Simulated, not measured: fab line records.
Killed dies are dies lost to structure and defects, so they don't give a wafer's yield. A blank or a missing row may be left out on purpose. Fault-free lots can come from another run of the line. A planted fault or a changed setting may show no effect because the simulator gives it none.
Matching of chambers + flow sky130 + 4 sister chambers for SKY_VIA4_CMP_02 on cmp-01
The step polishes SiO2. 8 wafers are shown with their chamber, then 12 later ones without.

== WAFERS WITH THEIR CHAMBER ==
| wafer  | chamber | motor current A (A) | slurry filter dp kPa (kPa) |
|--------|---------|---------------------|----------------------------|
| L084.4 | 0       | 12.2                | 13.57                      |
| L084.6 | 2       | 9.2                 | 13.43                      |
| L085.6 | 1       | 11.1                | 13.48                      |
| L086.3 | 0       | 12.6                | 13.39                      |
| L086.6 | 3       | 12.0                | 13.52                      |
| L088.3 | 1       | 10.6                | 13.66                      |
| L088.5 | 3       | 11.6                | 13.42                      |
| L088.6 | 2       | 9.4                 | 13.81                      |

== WAFERS WITH NO CHAMBER GIVEN ==
| wafer  | motor current A (A) | slurry filter dp kPa (kPa) |
|--------|---------------------|----------------------------|
| L089.3 | 12.4                | 13.43                      |
| L089.4 | 11.8                | 13.50                      |
| L089.6 | 12.0                | 13.54                      |
| L092.1 | 8.9                 | 13.35                      |
| L092.2 | 12.2                | 13.68                      |
| L092.6 | 12.9                | 13.35                      |
| L093.3 | 9.4                 | 13.56                      |
| L093.4 | 12.9                | 13.53                      |
| L093.6 | 9.6                 | 13.57                      |
| L094.1 | 10.8                | 13.36                      |
| L094.3 | 11.8                | 13.53                      |
| L094.6 | 11.8                | 13.43                      |

== WHICH CHAMBER EACH WENT THROUGH ==
| wafer  | from the rows above     | in truth |
|--------|-------------------------|----------|
| L089.3 | can't be placed: 0 or 3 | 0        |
| L089.4 | can't be placed: 3 or 0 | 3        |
| L089.6 | can't be placed: 3 or 0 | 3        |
| L092.1 | 2                       | 2        |
| L092.2 | can't be placed: 0 or 3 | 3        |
| L092.6 | 0                       | 0        |
| L093.3 | 2                       | 2        |
| L093.4 | 0                       | 0        |
| L093.6 | 2                       | 2        |
| L094.1 | 1                       | 1        |
| L094.3 | can't be placed: 3 or 0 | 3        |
| L094.6 | can't be placed: 3 or 0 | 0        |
Placed correctly: 6 of 12. These rows do not allow placing 6 (true chamber among the candidates in 6). 0 placed wrongly.
How it was worked out, from the rows above alone: a wafer's distance from a chamber is the root of the sum, over the readings, of the square of ((its reading less the chamber's mean) divided by the reading's scatter). The wafer belongs to the nearest chamber; if the next one is less than 2 further off, it can't be placed. For every chamber, the mean is computed from those of its wafers that are shown. The scatter is the square root of a quotient: the sum, over the shown wafers, of each reading's squared deviation from its chamber's mean, divided by wafers minus chambers.
